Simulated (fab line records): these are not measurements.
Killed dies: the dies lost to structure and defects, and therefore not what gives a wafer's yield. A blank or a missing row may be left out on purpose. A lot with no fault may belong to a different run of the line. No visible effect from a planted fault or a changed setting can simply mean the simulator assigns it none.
Split-lot trial :: flow gf180mcu :: 23 wafers read across 5 lots, on a route 602 steps long

== ON THE SPLIT ==
At GF_M4_PEB_12 (peb time 90 s), the setting peb-temp-c was moved away from the recipe's 135 C on 8 of the 23 wafers read, by -2.5% to +2.1%. The other wafers ran this setting at the recipe's value.

== SPLIT TO READING: what lies between them in the file, 1 step ==
- GF_M4_DEVELOP_13: develop time 60 s

== THE READING ==
cd-nm, in nm, at GF_M4_CD_MEAS_14 (target cd 280 nm). Fault-free wafers of this fab line usually give 280.3 nm, standard deviation 1 nm.

wafer: L074.1
tool, chamber at the split: litho-track-02, 0
peb-temp-c as run, C: 137.9
against the recipe: +2.1%
cd-nm, nm: 273.9
against lot-mates on the recipe: -6.7

wafer: L074.2
tool, chamber at the split: litho-track-02, 0
peb-temp-c as run, C: 137.9
against the recipe: +2.1%
cd-nm, nm: 273.9
against lot-mates on the recipe: -6.7

wafer: L074.3
tool, chamber at the split: litho-track-02, 0
peb-temp-c as run, C: 135
against the recipe: recipe
cd-nm, nm: 280.9
against lot-mates on the recipe: -

wafer: L074.4
tool, chamber at the split: litho-track-02, 0
peb-temp-c as run, C: 135
against the recipe: recipe
cd-nm, nm: 280.3
against lot-mates on the recipe: -

wafer: L074.5
tool, chamber at the split: litho-track-02, 0
peb-temp-c as run, C: 137.9
against the recipe: +2.1%
cd-nm, nm: 273.1
against lot-mates on the recipe: -7.5

wafer: L078.1
tool, chamber at the split: litho-track-02, 0
peb-temp-c as run, C: 133.7
against the recipe: -1.0%
cd-nm, nm: 285.2
against lot-mates on the recipe: +5.6

wafer: L078.3
tool, chamber at the split: litho-track-02, 0
peb-temp-c as run, C: 135
against the recipe: recipe
cd-nm, nm: 280.3
against lot-mates on the recipe: -

wafer: L078.4
tool, chamber at the split: litho-track-02, 0
peb-temp-c as run, C: 133.7
against the recipe: -1.0%
cd-nm, nm: 285.1
against lot-mates on the recipe: +5.5

wafer: L078.5
tool, chamber at the split: litho-track-02, 0
peb-temp-c as run, C: 133.7
against the recipe: -1.0%
cd-nm, nm: 284.4
against lot-mates on the recipe: +4.8

wafer: L078.6
tool, chamber at the split: litho-track-02, 0
peb-temp-c as run, C: 135
against the recipe: recipe
cd-nm, nm: 279.0
against lot-mates on the recipe: -

wafer: L082.1
tool, chamber at the split: litho-track-02, 0
peb-temp-c as run, C: 135
against the recipe: recipe
cd-nm, nm: 279.3
against lot-mates on the recipe: -

wafer: L082.3
tool, chamber at the split: litho-track-02, 0
peb-temp-c as run, C: 135
against the recipe: recipe
cd-nm, nm: 279.4
against lot-mates on the recipe: -

wafer: L082.4
tool, chamber at the split: litho-track-02, 0
peb-temp-c as run, C: 135
against the recipe: recipe
cd-nm, nm: 278.1
against lot-mates on the recipe: -

wafer: L082.5
tool, chamber at the split: litho-track-02, 0
peb-temp-c as run, C: 135
against the recipe: recipe
cd-nm, nm: 279.4
against lot-mates on the recipe: -

wafer: L082.6
tool, chamber at the split: litho-track-02, 0
peb-temp-c as run, C: 135
against the recipe: recipe
cd-nm, nm: 279.1
against lot-mates on the recipe: -

wafer: L084.1
tool, chamber at the split: litho-track-03, 0
peb-temp-c as run, C: 135
against the recipe: recipe
cd-nm, nm: 278.7
against lot-mates on the recipe: -

wafer: L084.3
tool, chamber at the split: litho-track-03, 0
peb-temp-c as run, C: 131.6
against the recipe: -2.5%
cd-nm, nm: 290.7
against lot-mates on the recipe: +11.7

wafer: L084.4
tool, chamber at the split: litho-track-03, 0
peb-temp-c as run, C: 135
against the recipe: recipe
cd-nm, nm: 278.8
against lot-mates on the recipe: -

wafer: L084.5
tool, chamber at the split: litho-track-03, 0
peb-temp-c as run, C: 135
against the recipe: recipe
cd-nm, nm: 279.5
against lot-mates on the recipe: -

wafer: L084.6
tool, chamber at the split: litho-track-03, 0
peb-temp-c as run, C: 131.6
against the recipe: -2.5%
cd-nm, nm: 288.4
against lot-mates on the recipe: +9.4

wafer: L085.3
tool, chamber at the split: litho-track-02, 0
peb-temp-c as run, C: 135
against the recipe: recipe
cd-nm, nm: 281.2
against lot-mates on the recipe: -

wafer: L085.5
tool, chamber at the split: litho-track-02, 0
peb-temp-c as run, C: 135
against the recipe: recipe
cd-nm, nm: 280.1
against lot-mates on the recipe: -

wafer: L085.6
tool, chamber at the split: litho-track-02, 0
peb-temp-c as run, C: 135
against the recipe: recipe
cd-nm, nm: 281.6
against lot-mates on the recipe: -

THE FIT
A straight line over all 23 wafers: cd-nm changes by -3.51 nm for each +1% of peb-temp-c; r = -0.96; the points scatter about the line by 1.2 nm.
The same after taking each lot's own level away (the mean of its wafers on the recipe; 23 wafers): -3.84 nm for each +1%; r = -0.98; scatter 0.88 nm.
Per that fit: largest peb-temp-c move, reading shift of 9.7 nm.
Across the lots, their own levels run from 279.00 to 280.97 nm, a range of 2.0 times the standard deviation given above.
Hence the lot-to-lot level has little effect on the slope; both slopes agree.
Check: +9.59 nm against its lot-mates is what the line predicts for one of the wafers moved furthest among these (-2.5%) when that wafer is left out of the fit. It came out at +11.7 nm against them.

== ADDITIONAL SPLITS CARRIED BY THESE WAFERS ==
Note: prior to the reading, these wafers also went through further splits. Each is held against what the fit with the lots' levels taken away leaves over:
other split on the same wafers: GF_V3_ETCH_16 bias-w
wafers away from the commonest value: 7
r with cd-nm (lot level and that fit taken away): +0.08

== THE WHOLE CHAIN: every reading that the file lists as answering this split, in the file's order ==
step: GF_M4_CD_MEAS_14
what it does: target cd 280 nm
reading: cd-nm
change (the file's fit): -3.91 nm for each +1% of the setting
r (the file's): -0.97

step: GF_M4_METAL_ETCH_16
what it does: etches the open film in Cl2/BCl3, stops on SiO2, target depth 627.5 nm, time 104.6 s
reading: M4.cd-nm (the simulator's own value, which no gauge read)
change (the file's fit): -4.3 nm for each +1% of the setting
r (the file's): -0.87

== THE FILE'S OWN FIT ==
cd-nm changes by -3.91 nm for each +1% of peb-temp-c, r = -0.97.
